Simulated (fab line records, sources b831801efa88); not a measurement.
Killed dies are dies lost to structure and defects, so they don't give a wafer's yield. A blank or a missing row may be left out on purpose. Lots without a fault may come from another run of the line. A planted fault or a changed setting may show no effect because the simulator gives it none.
fab line records | flow gf180mcu
record lots=5 wafers=15 last_day=34
route steps=602 shown NSD@238 PSD@248 SAB@264 SALICIDE@278
lots that met no fault: from a run of the same line without faults
start_h: hours from the record's first day to the start of the lot's first wafer shown | wait_h: hours since the lot's step before | " the same as in the row above | L1.1+2: a row that stands for several wafers | - no value, or no start given | * or withheld: withheld | < > ~ a bound
route shown NAME@n: a module of which the file shows steps, and the number in the route of the first | usual: mean/standard deviation of fault-free wafers | same: alike in all rows | chamber/n: place in a boat | sites: the reading at each site | _std_site: their standard deviation | _edge_site: outer sites' mean less inner sites' | radius_mm: how far each site lies from the wafer's centre | mask NAME#n: copy n | behind: the tool/chamber that last shaped the wafer | hold: why the lot was held/for how many hours/how that ended | device: the transistor (n, p or np) that didn't switch | end of line: the same wafers' tests at the end of the route | a step without rows: its recipe alone | killed: dies lost to structure and defects at the first sort, not the wafer's yield | map: a wafer's dies, x killed, . not, _ none there
set.NAME: the setting as run; set.NAME@STEP: as run at that earlier step | model.NAME: the simulator's own value behind a step, which no gauge read
lots at some steps of the route; a table a step, a row a wafer
services: from which hour (start_h, from the record's first day; less than 0 if before it) a tool's chamber was out of use, for how many hours, and why
## steps
# step GF_NSD_SOFTBAKE_03
# recipe temp_c=90 time_s=60 resist=NOVOLAK
# columns lot.wafer tool chamber start_h wait_h
L085.3+5+6 litho_track-01 0 377.22 0.1
L090.1+3+6 litho_track-01 0 419.36 0.1
L092.1+2+6 litho_track-04 0 437.77 0.1
L093.3+4+6 litho_track-04 0 443.87 0.1
L096.2+3+6 litho_track-03 0 462.08 0.1
# step GF_NSD_EXPOSE_04
# recipe mask_id=Nplus target_cd_nm=400 na=0.6 source_shape=conventional sigma_outer=0.6 dose_mj=140
# columns lot.wafer tool chamber start_h wait_h mask
L085.3+5+6 iline_stepper-02 0 - - Nplus#0
L090.1+3+6 iline_stepper-01 0 - - Nplus#0
L092.1+2+6 iline_stepper-01 0 - - Nplus#0
L093.3+4+6 iline_stepper-02 0 - - Nplus#0
L096.2+3+6 iline_stepper-01 0 - - Nplus#0
# step GF_NSD_PEB_05
# recipe temp_c=withheld time_s=* resist=NOVOLAK
# columns lot.wafer tool chamber start_h wait_h
L085.3+5+6 litho_track-04 0 - -
L090.1+3+6 litho_track-04 0 - -
L092.1+2+6 litho_track-03 0 - -
L093.3+4+6 litho_track-01 0 - -
L096.2+3+6 litho_track-01 0 - -
# step GF_NSD_DEVELOP_06
# recipe develop_time_s=60 dev_temp_c=23
# same develop_time_s=60
# columns lot.wafer tool chamber start_h wait_h
L085.3+5+6 litho_track-04 0 387.92 0.1
L090.1+3+6 litho_track-04 0 430.77 0.1
L092.1+2+6 litho_track-03 0 450.05 0.1
L093.3+4+6 litho_track-01 0 455.96 0.1
L096.2+3+6 litho_track-01 0 474.39 0.1
# step GF_NSD_CD_MEAS_07
# recipe target_cd_nm=400
# usual cd_nm=399.8/2
# columns lot.wafer tool chamber start_h wait_h cd_nm
L085.3 cd_sem-01 - 388.06 0.1 401.8
L085.5 " - " " 398.4
L085.6 " - " " 401.1
L090.1 cd_sem-02 - 431.07 0.3 400.2
L090.3 " - " " 399.8
L090.6 " - " " 401.4
L092.1 cd_sem-02 - 450.20 0.1 402.5
L092.2 " - " " 401.3
L092.6 " - " " 400.4
L093.3 cd_sem-01 - 456.10 0.1 399.4
L093.4 " - " " 399.5
L093.6 " - " " 400.7
L096.2 cd_sem-01 - 474.53 0.1 396.8
L096.3 " - " " 398.2
L096.6 " - " " 399.3
# step GF_NSD_OVL_MEAS_08
# usual NSD_OVL=-0.5/1.4
# columns lot.wafer tool chamber start_h wait_h NSD_OVL[nm]
L085.3 overlay-01 - 388.15 0.1 -0.6
L085.5 " - " " -0.5
L085.6 " - " " 0.5
L090.1 overlay-01 - 431.19 0.1 -3.2
L090.3 " - " " -1.5
L090.6 " - " " -1.7
L092.1 overlay-01 - 450.32 0.1 -0.7
L092.2 " - " " -0.9
L092.6 " - " " -0.9
L093.3 overlay-01 - 456.20 0.1 0.4
L093.4 " - " " -0.2
L093.6 " - " " 0.0
L096.2 overlay-01 - 474.64 0.1 0.5
L096.3 " - " " -1.4
L096.6 " - " " -1.5
# step GF_NSD_IMPLANT_09
# recipe species=As energy_kev=60 dose_cm2=4e+15 tilt_deg=7
# columns lot.wafer tool chamber start_h wait_h
L085.3+5+6 implanter-01 0 388.23 0.1
L090.1+3+6 implanter-03 0 431.22 0.0
L092.1+2+6 implanter-04 0 450.36 0.0
L093.3+4+6 implanter-04 0 456.27 0.1
L096.2+3+6 implanter-03 0 474.69 0.0
# step GF_NSD_IMPLANT_10
# recipe species=P energy_kev=40 dose_cm2=5e+14 tilt_deg=7
# columns lot.wafer tool chamber start_h wait_h
L085.3+5+6 implanter-01 0 388.38 0.1
L090.1+3+6 implanter-03 0 431.37 0.1
L092.1+2+6 implanter-04 0 450.51 0.1
L093.3+4+6 implanter-04 0 456.42 0.1
L096.2+3+6 implanter-03 0 474.84 0.1
# step GF_NSD_STRIP_11
# recipe chemistry=O2/N2 power_w=1400 pressure_mtorr=1500 platen_temp_c=250 o2_flow_sccm=3000 n2_flow_sccm=300 overash_fraction=0.5
# usual drypump_motor_current_A=5.9/0.3 heater_power_w=307/24 oes_product_au=0.487/0.0049 platen_temp_c=249.98/0.19 strip_time_to_endpoint_s=22.96/0.036
# columns lot.wafer tool chamber start_h wait_h drypump_motor_current_A heater_power_w oes_product_au platen_temp_c rf_hours_counter_h strip_time_to_endpoint_s
L085.3 plasma_asher-03 1 388.51 0.1 5.9 295 0.483 250.39 - 22.96
L085.5 " 1 " " 5.8 295 0.491 249.98 - 22.98
L085.6 " 0 " " 5.8 272 0.481 250.21 - 22.93
L090.1 plasma_asher-02 0 431.52 0.1 6.5 332 0.489 249.94 65 23.01
L090.3 " 0 " " 6.5 337 0.492 250.23 - 22.98
L090.6 " 1 " " 5.7 309 0.481 250.19 - 22.97
L092.1 plasma_asher-04 1 450.66 0.1 5.5 282 0.487 250.13 2 22.98
L092.2 " 0 " " 6.1 345 0.486 249.93 2 22.99
L092.6 " 1 " " 5.5 281 0.490 250.28 - 22.97
L093.3 plasma_asher-04 1 456.55 0.1 5.5 287 0.483 250.05 - 22.93
L093.4 " 0 " " 6.1 350 0.491 249.95 - 22.89
L093.6 " 0 " " 6.1 345 0.486 249.97 - 22.95
L096.2 plasma_asher-02 0 474.97 0.1 6.5 322 0.485 249.81 69 22.93
L096.3 " 1 " " 5.7 314 0.485 249.85 - 22.94
L096.6 " 1 " " 5.7 311 0.482 250.15 - 22.90
# step GF_NSD_TW_MEAS_12
# usual NSD_TW=4249/42
# columns lot.wafer tool chamber start_h wait_h NSD_TW
L085.3 film_metro-04 - 388.60 0.1 4287
L085.5 " - " " 4267
L085.6 " - " " 4240
L090.1 film_metro-01 - 431.62 0.1 4245
L090.3 " - " " 4258
L090.6 " - " " 4260
L092.1 film_metro-04 - 450.76 0.1 4302
L092.2 " - " " 4308
L092.6 " - " " 4300
L093.3 film_metro-03 - 456.64 0.1 4200
L093.4 " - " " 4186
L093.6 " - " " 4196
L096.2 film_metro-03 - 475.08 0.1 4172
L096.3 " - " " 4200
L096.6 " - " " 4174
# step GF_PSD_DEHYDRATE_00
# recipe temp_c=200 time_s=60
# columns lot.wafer tool chamber start_h wait_h
L085.3+5+6 litho_track-02 0 399.40 10.8
L090.1+3+6 litho_track-01 0 443.46 11.8
L092.1+2+6 litho_track-02 0 461.70 10.9
L093.3+4+6 litho_track-04 0 467.72 11.1
L096.2+3+6 litho_track-01 0 485.84 10.7
# step GF_PSD_HMDS_01
# recipe prime_time_s=60 prime_temp_c=120
# same prime_time_s=60
# columns lot.wafer tool chamber start_h wait_h
L085.3+5+6 litho_track-02 0 399.55 0.1
L090.1+3+6 litho_track-01 0 443.61 0.1
L092.1+2+6 litho_track-02 0 461.85 0.1
L093.3+4+6 litho_track-04 0 467.87 0.1
L096.2+3+6 litho_track-01 0 485.99 0.1
# step GF_PSD_COAT_02
# recipe resist=NOVOLAK spin_rpm=3000 resist_thk_nm=1000
# columns lot.wafer tool chamber start_h wait_h
L085.3+5+6 litho_track-02 0 399.70 0.1
L090.1+3+6 litho_track-01 0 443.76 0.1
L092.1+2+6 litho_track-02 0 462.00 0.1
L093.3+4+6 litho_track-04 0 468.02 0.1
L096.2+3+6 litho_track-01 0 486.14 0.1
# step GF_PSD_SOFTBAKE_03
# recipe temp_c=90 time_s=60 resist=NOVOLAK
# columns lot.wafer tool chamber start_h wait_h
L085.3+5+6 litho_track-02 0 399.85 0.1
L090.1+3+6 litho_track-01 0 443.91 0.1
L092.1+2+6 litho_track-02 0 462.15 0.1
L093.3+4+6 litho_track-04 0 468.17 0.1
L096.2+3+6 litho_track-01 0 486.29 0.1
# step GF_PSD_EXPOSE_04
# recipe mask_id=Pplus target_cd_nm=400 na=0.6 source_shape=conventional sigma_outer=0.6 dose_mj=140
# columns lot.wafer tool chamber start_h wait_h mask
L085.3+5+6 iline_stepper-01 0 - - Pplus#0
L090.1+3+6 iline_stepper-01 0 - - Pplus#0
L092.1+2+6 iline_stepper-02 0 - - Pplus#0
L093.3+4+6 iline_stepper-01 0 - - Pplus#0
L096.2+3+6 iline_stepper-02 0 - - Pplus#0
# step GF_PSD_PEB_05
# recipe temp_c=withheld time_s=* resist=NOVOLAK
# columns lot.wafer tool chamber start_h wait_h
L085.3+5+6 litho_track-04 0 - -
L090.1+3+6 litho_track-01 0 - -
L092.1+2+6 litho_track-02 0 - -
L093.3+4+6 litho_track-02 0 - -
L096.2+3+6 litho_track-04 0 - -
# step GF_PSD_DEVELOP_06
# recipe develop_time_s=60 dev_temp_c=23
# same develop_time_s=60
# columns lot.wafer tool chamber start_h wait_h
L085.3+5+6 litho_track-04 0 411.57 0.1
L090.1+3+6 litho_track-01 0 456.21 0.1
L092.1+2+6 litho_track-02 0 474.35 0.1
L093.3+4+6 litho_track-02 0 480.15 0.1
L096.2+3+6 litho_track-04 0 498.69 0.1
# step GF_PSD_CD_MEAS_07
# recipe target_cd_nm=400
# usual cd_nm=401.1/2.1
# columns lot.wafer tool chamber start_h wait_h cd_nm
L085.3 cd_sem-02 - 411.71 0.1 402.1
L085.5 " - " " 404.3
L085.6 " - " " 404.7
L090.1 cd_sem-02 - 456.36 0.1 400.3
L090.3 " - " " 402.6
L090.6 " - " " 401.9
L092.1 cd_sem-02 - 474.50 0.1 401.0
L092.2 " - " " 401.7
L092.6 " - " " 402.1
L093.3 cd_sem-02 - 480.29 0.1 400.7
L093.4 " - " " 399.5
L093.6 " - " " 398.3
L096.2 cd_sem-02 - 498.84 0.1 400.1
L096.3 " - " " 402.5
L096.6 " - " " 400.5
# step GF_PSD_OVL_MEAS_08
# usual PSD_OVL=0.8/1.6
# columns lot.wafer tool chamber start_h wait_h PSD_OVL[nm]
L085.3 overlay-02 - 411.80 0.1 0.6
L085.5 " - " " 0.7
L085.6 " - " " -0.4
L090.1 overlay-02 - 456.48 0.1 1.5
L090.3 " - " " -0.4
L090.6 " - " " -0.7
L092.1 overlay-02 - 474.62 0.1 -0.4
L092.2 " - " " -0.5
L092.6 " - " " -0.6
L093.3 overlay-02 - 480.38 0.1 -1.1
L093.4 " - " " -0.4
L093.6 " - " " 0.2
L096.2 overlay-02 - 498.94 0.1 3.8
L096.3 " - " " 3.6
L096.6 " - " " 5.0
# step GF_PSD_IMPLANT_09
# recipe species=BF2 energy_kev=40 dose_cm2=1.5e+15 tilt_deg=7
# columns lot.wafer tool chamber start_h wait_h
L085.3+5+6 implanter-04 0 411.88 0.1
L090.1+3+6 implanter-01 0 456.52 0.0
L092.1+2+6 implanter-04 0 474.66 0.0
L093.3+4+6 implanter-04 0 480.45 0.1
L096.2+3+6 implanter-01 0 499.00 0.0
# step GF_PSD_STRIP_10
# recipe chemistry=O2/N2 power_w=1400 pressure_mtorr=1500 platen_temp_c=250 o2_flow_sccm=3000 n2_flow_sccm=300 overash_fraction=0.5
# usual drypump_motor_current_A=5.85/0.23 heater_power_w=309/20 oes_product_au=0.592/0.0046 platen_temp_c=249.99/0.17 strip_time_to_endpoint_s=16.55/0.039
# columns lot.wafer tool chamber start_h wait_h drypump_motor_current_A heater_power_w oes_product_au platen_temp_c rf_hours_counter_h strip_time_to_endpoint_s
L085.3 plasma_asher-01 0 412.01 0.1 5.72 318 0.594 250.35 - 16.57
L085.5 " 0 " " 5.69 306 0.597 250.37 - 16.61
L085.6 " 1 " " 6.11 314 0.588 249.94 - 16.54
L090.1 plasma_asher-01 1 456.67 0.1 6.09 304 0.592 249.95 76 16.55
L090.3 " 0 " " 5.69 314 0.595 250.02 - 16.56
L090.6 " 1 " " 6.09 305 0.592 250.02 - 16.56
L092.1 plasma_asher-04 0 474.81 0.1 6.07 347 0.594 250.17 4 16.50
L092.2 " 1 " " 5.51 284 0.599 249.95 4 16.49
L092.6 " 0 " " 6.08 342 0.585 249.84 - 16.51
L093.3 plasma_asher-04 1 480.59 0.1 5.47 284 0.591 250.34 - 16.49
L093.4 " 0 " " 6.08 349 0.580 249.92 - 16.54
L093.6 " 0 " " 6.03 352 0.595 249.81 - 16.54
L096.2 plasma_asher-04 0 499.12 0.1 6.09 341 0.589 250.17 8 16.63
L096.3 " 0 " " 6.09 341 0.596 250.12 - 16.57
L096.6 " 1 " " 5.49 286 0.598 250.19 - 16.56
# step GF_PSD_TW_MEAS_11
# usual PSD_TW=3188/29
# columns lot.wafer tool chamber start_h wait_h PSD_TW
L085.3 film_metro-03 - 412.10 0.1 3155
L085.5 " - " " 3152
L085.6 " - " " 3153
L090.1 film_metro-04 - 456.77 0.1 3198
L090.3 " - " " 3219
L090.6 " - " " 3203
L092.1 film_metro-01 - 474.91 0.1 3193
L092.2 " - " " 3180
L092.6 " - " " 3192
L093.3 film_metro-03 - 480.67 0.1 3136
L093.4 " - " " 3139
L093.6 " - " " 3157
L096.2 film_metro-04 - 499.23 0.1 3215
L096.3 " - " " 3225
L096.6 " - " " 3216
# step GF_PSD_CLEAN_12
# recipe chemistry=SC1/SC2 mix=1:4:20 temp_c=70 time_s=150 dry=n2_spin
# columns lot.wafer tool chamber start_h wait_h
L085.3+5+6 wet_bench-04 2 412.14 0.0
L090.1+3+6 wet_bench-02 3 456.83 0.1
L092.1+2+6 wet_bench-03 2 474.97 0.1
L093.3+4+6 wet_bench-04 1 480.71 0.0
L096.2+3+6 wet_bench-04 0 499.28 0.0
# step GF_PSD_RTA_13
# recipe temp_c=1025 time_s=20 ambient=N2
# usual lamp_power_pct=33.5/0.64 wafer_temp_C_max=1028.8/1.2
# columns lot.wafer tool chamber start_h wait_h lamp_power_pct wafer_temp_C_max
L085.3 rtp_anneal-02 0 412.23 0.0 32.9 1029.3
L085.5 " 0 " " 33.0 1030.6
L085.6 " 0 " " 32.9 1029.3
L090.1 rtp_anneal-02 0 456.88 0.0 32.9 1028.4
L090.3 " 0 " " 32.9 1030.3
L090.6 " 0 " " 33.0 1028.5
L092.1 rtp_anneal-01 0 475.02 0.0 34.3 1027.7
L092.2 " 0 " " 34.2 1028.1
L092.6 " 0 " " 34.3 1027.9
L093.3 rtp_anneal-02 0 480.80 0.0 32.9 1030.0
L093.4 " 0 " " 33.0 1029.8
L093.6 " 0 " " 33.0 1030.0
L096.2 rtp_anneal-01 0 499.35 0.0 34.2 1027.4
L096.3 " 0 " " 34.2 1028.3
L096.6 " 0 " " 34.2 1027.9
# step GF_PSD_RS_MEAS_14
# recipe thk_meas_gauge=four-point-probe
# usual NSD_RS=46.14/0.088
# columns lot.wafer tool chamber start_h wait_h NSD_RS[ohm/sq]
L085.3 film_metro-01 - 412.33 0.1 46.05
L085.5 " - " " 46.08
L085.6 " - " " 46.17
L090.1 film_metro-03 - 456.96 0.1 46.13
L090.3 " - " " 46.08
L090.6 " - " " 45.97
L092.1 film_metro-04 - 475.10 0.1 46.26
L092.2 " - " " 46.19
L092.6 " - " " 46.29
L093.3 film_metro-04 - 480.89 0.1 46.32
L093.4 " - " " 46.21
L093.6 " - " " 46.18
L096.2 film_metro-04 - 499.44 0.1 46.09
L096.3 " - " " 46.20
L096.6 " - " " 46.21
# step GF_PSD_RS_MEAS_15
# recipe thk_meas_gauge=four-point-probe
# usual PSD_RS=108.56/0.28
# columns lot.wafer tool chamber start_h wait_h PSD_RS[ohm/sq]
L085.3 film_metro-01 - 412.45 0.1 108.02
L085.5 " - " " 108.13
L085.6 " - " " 108.34
L090.1 film_metro-03 - 457.08 0.1 108.41
L090.3 " - " " 108.37
L090.6 " - " " 107.90
L092.1 film_metro-04 - 475.22 0.1 109.04
L092.2 " - " " 108.73
L092.6 " - " " 109.17
L093.3 film_metro-04 - 481.01 0.1 108.52
L093.4 " - " " 108.62
L093.6 " - " " 108.45
L096.2 film_metro-04 - 499.56 0.1 108.17
L096.3 " - " " 108.73
L096.6 " - " " 108.42
# step GF_SAB_CVD_00
# recipe material=SiO2 target_thk_nm=50 precursor=TEOS temp_c=400 time_s=4.9302 rf_w=600
# usual heater_power_w=631/120
# columns lot.wafer tool chamber start_h wait_h heater_power_w
L085.3 pecvd-02 1 412.53 0.1 509
L085.5 " 1 " " 527
L085.6 " 0 " " 798
L090.1 pecvd-03 2 457.20 0.1 587
L090.3 " 0 " " 487
L090.6 " 1 " " 505
L092.1 pecvd-03 2 475.34 0.1 617
L092.2 " 0 " " 419
L092.6 " 2 " " 633
L093.3 pecvd-03 0 481.09 0.1 438
L093.4 " 1 " " 624
L093.6 " 2 " " 636
L096.2 pecvd-01 2 499.66 0.1 840
L096.3 " 1 " " 518
L096.6 " 0 " " 639
# step GF_SAB_THK_MEAS_01
# recipe reads=SiO2_of_SAB_CVD_00
# usual SAB_CVD_00_THK=49.9/0.66
# columns lot.wafer tool chamber start_h wait_h SAB_CVD_00_THK[nm]
L085.3 film_metro-02 - 412.56 0.0 50.1
L085.5 " - " " 50.7
L085.6 " - " " 50.4
L090.1 film_metro-02 - 457.22 0.0 49.6
L090.3 " - " " 49.4
L090.6 " - " " 50.6
L092.1 film_metro-03 - 475.36 0.0 49.2
L092.2 " - " " 49.6
L092.6 " - " " 49.7
L093.3 film_metro-03 - 481.13 0.0 49.7
L093.4 " - " " 51.4
L093.6 " - " " 50.0
L096.2 film_metro-03 - 499.69 0.0 49.3
L096.3 " - " " 49.4
L096.6 " - " " 50.3
# step GF_SAB_DEHYDRATE_02
# recipe temp_c=200 time_s=60
# columns lot.wafer tool chamber start_h wait_h
L085.3+5+6 litho_track-03 0 423.95 11.4
L090.1+3+6 litho_track-02 0 468.75 11.5
L092.1+2+6 litho_track-04 0 485.92 10.6
L093.3+4+6 litho_track-04 0 492.42 11.3
L096.2+3+6 litho_track-04 0 510.24 10.5
# step GF_SAB_HMDS_03
# recipe prime_time_s=60 prime_temp_c=120
# same prime_time_s=60
# columns lot.wafer tool chamber start_h wait_h
L085.3+5+6 litho_track-03 0 424.10 0.1
L090.1+3+6 litho_track-02 0 468.90 0.1
L092.1+2+6 litho_track-04 0 486.07 0.1
L093.3+4+6 litho_track-04 0 492.57 0.1
L096.2+3+6 litho_track-04 0 510.39 0.1
# step GF_SAB_COAT_04
# recipe resist=NOVOLAK spin_rpm=3000 resist_thk_nm=1000
# columns lot.wafer tool chamber start_h wait_h
L085.3+5+6 litho_track-03 0 424.25 0.1
L090.1+3+6 litho_track-02 0 469.05 0.1
L092.1+2+6 litho_track-04 0 486.22 0.1
L093.3+4+6 litho_track-04 0 492.72 0.1
L096.2+3+6 litho_track-04 0 510.54 0.1
# step GF_SAB_SOFTBAKE_05
# recipe temp_c=90 time_s=60 resist=NOVOLAK
# columns lot.wafer tool chamber start_h wait_h
L085.3+5+6 litho_track-03 0 424.40 0.1
L090.1+3+6 litho_track-02 0 469.20 0.1
L092.1+2+6 litho_track-04 0 486.37 0.1
L093.3+4+6 litho_track-04 0 492.87 0.1
L096.2+3+6 litho_track-04 0 510.69 0.1
# step GF_SAB_EXPOSE_06
# recipe mask_id=SAB target_cd_nm=420 na=0.6 source_shape=conventional sigma_outer=0.6 dose_mj=140
# columns lot.wafer tool chamber start_h wait_h mask
L085.3+5+6 iline_stepper-01 0 - - SAB#0
L090.1+3+6 iline_stepper-01 0 - - SAB#0
L092.1+2+6 iline_stepper-02 0 - - SAB#0
L093.3+4+6 iline_stepper-01 0 - - SAB#0
L096.2+3+6 iline_stepper-02 0 - - SAB#0
# step GF_SAB_PEB_07
# recipe temp_c=withheld time_s=* resist=NOVOLAK
# columns lot.wafer tool chamber start_h wait_h
L085.3+5+6 litho_track-03 0 - -
L090.1+3+6 litho_track-02 0 - -
L092.1+2+6 litho_track-03 0 - -
L093.3+4+6 litho_track-03 0 - -
L096.2+3+6 litho_track-03 0 - -
# step GF_SAB_DEVELOP_08
# recipe develop_time_s=60 dev_temp_c=23
# same develop_time_s=60
# columns lot.wafer tool chamber start_h wait_h
L085.3+5+6 litho_track-03 0 435.90 0.1
L090.1+3+6 litho_track-02 0 480.75 0.1
L092.1+2+6 litho_track-03 0 498.45 0.1
L093.3+4+6 litho_track-03 0 504.85 0.1
L096.2+3+6 litho_track-03 0 522.13 0.1
# step GF_SAB_CD_MEAS_09
# recipe target_cd_nm=420
# usual cd_nm=419.3/2.2
# columns lot.wafer tool chamber start_h wait_h cd_nm
L085.3 cd_sem-02 - 436.04 0.1 419.5
L085.5 " - " " 420.4
L085.6 " - " " 418.3
L090.1 cd_sem-01 - 480.90 0.1 422.1
L090.3 " - " " 421.6
L090.6 " - " " 422.3
L092.1 cd_sem-01 - 498.60 0.1 418.4
L092.2 " - " " 417.9
L092.6 " - " " 418.6
L093.3 cd_sem-02 - 504.99 0.1 413.9
L093.4 " - " " 416.1
L093.6 " - " " 415.8
L096.2 cd_sem-01 - 522.27 0.1 417.6
L096.3 " - " " 417.9
L096.6 " - " " 418.2
# step GF_SAB_OVL_MEAS_10
# usual SAB_OVL=0.5/1.4
# columns lot.wafer tool chamber start_h wait_h SAB_OVL[nm]
L085.3 overlay-02 - 436.14 0.1 5.3
L085.5 " - " " 3.1
L085.6 " - " " 2.8
L090.1 overlay-02 - 481.02 0.1 1.2
L090.3 " - " " 0.7
L090.6 " - " " 1.5
L092.1 overlay-01 - 498.72 0.1 1.3
L092.2 " - " " 2.2
L092.6 " - " " 1.5
L093.3 overlay-01 - 505.09 0.1 -0.7
L093.4 " - " " 2.0
L093.6 " - " " 1.4
L096.2 overlay-01 - 522.38 0.1 1.8
L096.3 " - " " 0.3
L096.6 " - " " 0.3
# step GF_SAB_ETCH_11
# recipe chemistry=C4F8/O2/Ar mask_material=NOVOLAK target=SiO2 target_depth_nm=55 source_w=1500 bias_w=1200 pressure_mtorr=40 c4f8_flow_sccm=withheld O2_flow_sccm=6 Ar_flow_sccm=300 time_s=8.5
# usual oes_product_au=1.000/0.0097
# columns lot.wafer tool chamber start_h wait_h oes_product_au
L085.3 rie_diel-03 0 436.16 0.0 0.990
L085.5 " 2 " " 0.995
L085.6 " 0 " " 0.999
L090.1 rie_diel-04 0 481.05 0.0 0.995
L090.3 " 3 " " 1.003
L090.6 " 0 " " 0.993
L092.1 rie_diel-03 2 498.76 0.0 1.003
L092.2 " 0 " " 0.997
L092.6 " 0 " " 0.998
L093.3 rie_diel-04 2 505.11 0.0 0.986
L093.4 " 3 " " 0.988
L093.6 " 0 " " 0.986
L096.2 rie_diel-02 1 522.41 0.0 1.008
L096.3 " 3 " " 1.008
L096.6 " 0 " " 1.011
# step GF_SAB_WET_ETCH_12
# recipe chemistry=dHF target_depth_nm=22 dry=n2_spin target=SiO2 temp_c=25 dilution=100:1 time_s=440
# columns lot.wafer tool chamber start_h wait_h
L085.3+5+6 wet_bench-04 0 436.18 0.0
L090.1+3+6 wet_bench-03 3 481.08 0.0
L092.1+2+6 wet_bench-03 0 498.78 0.0
L093.3+4+6 wet_bench-04 0 505.13 0.0
L096.2+3+6 wet_bench-01 1 522.43 0.0
# step GF_SAB_STRIP_13
# recipe chemistry=O2/N2 power_w=1400 pressure_mtorr=1500 platen_temp_c=250 o2_flow_sccm=3000 n2_flow_sccm=300 overash_fraction=0.5
# usual drypump_motor_current_A=5.9/0.32 heater_power_w=316/19 oes_product_au=0.709/0.0049 platen_temp_c=249.99/0.18 strip_time_to_endpoint_s=12.610/0.03
# columns lot.wafer tool chamber start_h wait_h drypump_motor_current_A heater_power_w oes_product_au platen_temp_c rf_hours_counter_h strip_time_to_endpoint_s
L085.3 plasma_asher-02 1 436.35 0.0 5.7 302 0.719 249.94 - 12.614
L085.5 " 0 " " 6.5 330 0.712 250.16 - 12.588
L085.6 " 1 " " 5.7 311 0.701 250.09 - 12.570
L090.1 plasma_asher-01 1 481.21 0.0 6.1 300 0.714 250.11 79 12.585
L090.3 " 1 " " 6.1 312 0.708 250.26 - 12.596
L090.6 " 1 " " 6.1 313 0.708 250.17 - 12.606
L092.1 plasma_asher-01 1 498.91 0.0 6.1 308 0.703 249.79 81 12.615
L092.2 " 0 " " 5.7 306 0.702 250.13 81 12.609
L092.6 " 0 " " 5.7 310 0.713 250.11 - 12.650
L093.3 plasma_asher-04 0 505.29 0.0 6.1 350 0.708 250.32 - 12.653
L093.4 " 1 " " 5.5 285 0.711 250.08 - 12.673
L093.6 " 0 " " 6.1 350 0.710 250.17 - 12.693
L096.2 plasma_asher-01 0 522.56 0.0 5.7 315 0.714 250.03 83 12.626
L096.3 " 1 " " 6.1 316 0.709 249.94 - 12.624
L096.6 " 1 " " 6.1 307 0.709 249.86 - 12.630
# step GF_SALICIDE_CLEAN_00
# recipe chemistry=SC1/SC2 mix=1:4:20 temp_c=70 time_s=150
# columns lot.wafer tool chamber start_h wait_h
L085.3+5+6 wet_bench-02 2 436.41 0.0
L090.1+3+6 wet_bench-01 2 481.31 0.1
L092.1+2+6 wet_bench-02 0 499.01 0.1
L093.3+4+6 wet_bench-03 1 505.36 0.0
L096.2+3+6 wet_bench-02 1 522.66 0.1
# step GF_SALICIDE_WET_ETCH_01
# recipe chemistry=dHF target_depth_nm=5 dry=ipa_marangoni target=SiO2 temp_c=25 dilution=100:1 time_s=100
# columns lot.wafer tool chamber start_h wait_h
L085.3+5+6 wet_bench-03 2 436.46 0.0
L090.1+3+6 wet_bench-03 1 481.36 0.0
L092.1+2+6 wet_bench-03 3 499.06 0.0
L093.3+4+6 wet_bench-01 1 505.41 0.0
L096.2+3+6 wet_bench-03 2 522.71 0.0
# step GF_SALICIDE_SPUTTER_02
# recipe material=Co target_thk_nm=10 power_w=1000 time_s=20 chamber_pressure_pa=0.4
# usual throttle_valve_pct=29.5/1.1
# columns lot.wafer tool chamber start_h wait_h throttle_valve_pct
L085.3 pvd_sputter-03 - 436.50 0.0 30.4
L085.5 " - " " 29.2
L085.6 " - " " 27.6
L090.1 pvd_sputter-03 - 481.39 0.0 30.5
L090.3 " - " " 27.5
L090.6 " - " " 27.3
L092.1 pvd_sputter-03 - 499.10 0.0 31.0
L092.2 " - " " 29.4
L092.6 " - " " 29.2
L093.3 pvd_sputter-04 - 505.45 0.0 31.1
L093.4 " - " " 30.2
L093.6 " - " " 30.5
L096.2 pvd_sputter-02 - 522.75 0.0 29.7
L096.3 " - " " 29.3
L096.6 " - " " 29.5
# step GF_SALICIDE_SPUTTER_03
# recipe material=TiN target_thk_nm=20 power_w=6500 time_s=16.7 chamber_pressure_pa=0.4
# usual throttle_valve_pct=29.5/1.1
# columns lot.wafer tool chamber start_h wait_h throttle_valve_pct
L085.3 pvd_sputter-03 - 436.53 0.0 30.5
L085.5 " - " " 29.3
L085.6 " - " " 27.3
L090.1 pvd_sputter-03 - 481.42 0.0 30.8
L090.3 " - " " 27.6
L090.6 " - " " 27.5
L092.1 pvd_sputter-03 - 499.13 0.0 30.9
L092.2 " - " " 29.3
L092.6 " - " " 29.0
L093.3 pvd_sputter-04 - 505.48 0.0 31.0
L093.4 " - " " 30.5
L093.6 " - " " 30.2
L096.2 pvd_sputter-02 - 522.78 0.0 29.9
L096.3 " - " " 29.2
L096.6 " - " " 29.4
# step GF_SALICIDE_RS_MEAS_04
# recipe thk_meas_gauge=four-point-probe reads=TiN_of_SALICIDE_SPUTTER_03+Co_of_SALICIDE_SPUTTER_02
# usual SALICIDE_TIN_RS=16.25/0.26
# columns lot.wafer tool chamber start_h wait_h SALICIDE_TIN_RS[ohm/sq]
L085.3 film_metro-03 - 436.60 0.1 16.12
L085.5 " - " " 15.86
L085.6 " - " " 15.90
L090.1 film_metro-02 - 481.45 0.0 16.07
L090.3 " - " " 15.86
L090.6 " - " " 15.85
L092.1 film_metro-01 - 499.15 0.0 16.50
L092.2 " - " " 15.98
L092.6 " - " " 15.81
L093.3 film_metro-01 - 505.54 0.1 16.39
L093.4 " - " " 16.46
L093.6 " - " " 16.48
L096.2 film_metro-02 - 522.82 0.0 16.65
L096.3 " - " " 16.51
L096.6 " - " " 16.59
## services
# columns tool chamber start_h hours kind
iline_stepper-02 - 354.98 1.7 pm
rie_diel-04 2 366.83 5.0 repair
pecvd-03 - 368.88 14.0 pm
wet_bench-02 - 369.69 3.5 repair
implanter-04 - 374.97 15.2 repair
implanter-01 - 376.89 1.6 repair
rie_diel-03 3 378.61 3.3 repair
wet_bench-02 - 380.96 34.6 repair
pecvd-03 0 387.27 5.3 repair
rie_diel-04 3 390.41 3.0 repair
rie_diel-03 0 404.28 15.6 repair
rie_diel-03 - 408.02 14.6 pm
implanter-03 - 414.08 5.7 repair
wet_bench-02 - 414.72 1.7 repair
plasma_asher-04 - 421.25 9.0 pm
rie_diel-04 0 425.12 15.0 repair
rie_diel-03 3 434.36 1.9 repair
pvd_sputter-03 - 444.27 2.1 repair
plasma_asher-02 - 461.29 2.0 repair
wet_bench-03 - 475.49 4.3 repair
rie_diel-04 - 487.96 0.4 repair
iline_stepper-01 - 490.98 1.1 repair
iline_stepper-01 - 505.66 2.4 repair
pecvd-03 - 511.90 2.2 repair
## key
fault none
